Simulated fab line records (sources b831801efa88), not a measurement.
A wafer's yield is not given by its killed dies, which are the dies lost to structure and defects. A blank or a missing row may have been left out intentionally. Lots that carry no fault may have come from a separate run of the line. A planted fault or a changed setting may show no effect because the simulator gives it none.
Split-lot study | flow sky130 | 5 lots, 23 wafers read, on a route of 708 steps

ABOUT THE SPLIT
At SKY_CONTACT_HDPCVD_02 (deposits SiO2, target thk 565 nm, time 94.2 s), the setting sih4FlowSccm was moved away from the recipe's 60 sccm on 4 of the 23 wafers read, by -12.9% to -12.7%. For the rest of the wafers, this setting stayed at what the recipe calls for.

Between the split and the reading, the file records no step.

THE READING
CONTACT_HDPCVD_THK, in nm, at SKY_CONTACT_THK_MEAS_03. On this fab line, fault-free wafers typically give 564 nm with a standard deviation of 6.1 nm.

wafer  | tool, chamber at the split | sih4FlowSccm as run, sccm | against the recipe | CONTACT_HDPCVD_THK, nm | against lot-mates on the recipe
L077.1 | hdpcvd-01, 0               | 60                        | recipe             | 555                    | -
L077.2 | hdpcvd-01, 2               | 60                        | recipe             | 566                    | -
L077.3 | hdpcvd-01, 1               | 60                        | recipe             | 569                    | -
L077.4 | hdpcvd-01, 2               | 60                        | recipe             | 561                    | -
L077.6 | hdpcvd-01, 0               | 60                        | recipe             | 556                    | -
L078.2 | hdpcvd-02, 2               | 60                        | recipe             | 564                    | -
L078.3 | hdpcvd-02, 1               | 52.4                      | -12.7%             | 496                    | -69
L078.4 | hdpcvd-02, 2               | 60                        | recipe             | 568                    | -
L078.5 | hdpcvd-02, 0               | 60                        | recipe             | 563                    | -
L078.6 | hdpcvd-02, 1               | 52.4                      | -12.7%             | 500                    | -65
L080.2 | hdpcvd-01, 0,2             | 60                        | recipe             | 560                    | -
L080.4 | hdpcvd-01, 0               | 60                        | recipe             | 559                    | -
L080.5 | hdpcvd-01, 0,2             | 60                        | recipe             | 560                    | -
L083.1 | hdpcvd-02, 2               | 60                        | recipe             | 571                    | -
L083.2 | hdpcvd-02, 0               | 60                        | recipe             | 561                    | -
L083.3 | hdpcvd-02, 1               | 60                        | recipe             | 562                    | -
L083.4 | hdpcvd-02, 2               | 60                        | recipe             | 563                    | -
L083.5 | hdpcvd-02, 1               | 60                        | recipe             | 565                    | -
L084.1 | hdpcvd-01, 1               | 60                        | recipe             | 562                    | -
L084.2 | hdpcvd-01, 0               | 60                        | recipe             | 558                    | -
L084.3 | hdpcvd-01, 2               | 52.27                     | -12.9%             | 486                    | -75
L084.4 | hdpcvd-01, 0               | 52.27                     | -12.9%             | 483                    | -78
L084.6 | hdpcvd-01, 1               | 60                        | recipe             | 564                    | -
When a row names more than one chamber, that row covers several wafers, and the file does not tell which wafer ran in which chamber.

THE FIT
A straight line over all 23 wafers: CONTACT_HDPCVD_THK changes by +5.58 nm for each +1% of sih4FlowSccm; r = +0.99; the points scatter about the line by 4.8 nm.
The same after taking each lot's own level away (the mean of its wafers on the recipe; 23 wafers): +5.63 nm for each +1%; r = +0.99; scatter 4 nm.
That fit puts the effect of the largest move of sih4FlowSccm on the reading at 73 nm.
The lots' own levels span 559.7 to 565.0 nm, that is 0.9 times the standard deviation above.
The two slopes agree, so the slope changes little with the lot-to-lot level.
Check: for one of the wafers moved furthest among these (-12.9%), held out of the fit, the line's prediction against its lot-mates is -71.6 nm. Against them it came out at -75.3 nm.

OTHER SPLITS APPLIED TO THESE WAFERS
Note: prior to the reading, these wafers also went through further splits. Each is held against what the fit with the lots' levels taken away leaves over:
other split on the same wafers  | wafers away from the commonest value | r with CONTACT_HDPCVD_THK (lot level and that fit taken away)
SKY_SPACER_CVD_00 pressureMtorr | 18                                   | +0.04
SKY_SD_P_IMPLANT_09 doseCm2     | 8                                    | -0.12
SKY_SD_N_STRIP_11 powerW        | 4                                    | +0.11
SKY_LI_CONTACT_HDPCVD_00 timeS  | 7                                    | -0.29
SKY_LI_CONTACT_EXPOSE_09 doseMj | 9                                    | +0.08
SKY_LI_CONTACT_ETCH_14 timeS    | 12                                   | -0.10

THE WHOLE CHAIN: every reading that the file lists as answering this split, in the file's order
step                    | what it does                                  | reading                                                                          | change (the file's fit)              | r (the file's)
SKY_CONTACT_HDPCVD_02   | deposits SiO2, target thk 565 nm, time 94.2 s | SiO2_of_CONTACT_HDPCVD_02.thkNm (the simulator's own value, which no gauge read) | +5.61 nm for each +1% of the setting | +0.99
SKY_CONTACT_THK_MEAS_03 |                                               | CONTACT_HDPCVD_THK                                                               | +5.62 for each +1% of the setting    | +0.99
SKY_CONTACT_CMP_04      | polishes SiO2                                 | timeToEndpointS                                                                  | withheld for each +1% of the setting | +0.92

FILE'S OWN FIT
CONTACT_HDPCVD_THK changes by +5.62 nm for each +1% of sih4FlowSccm, r = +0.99.
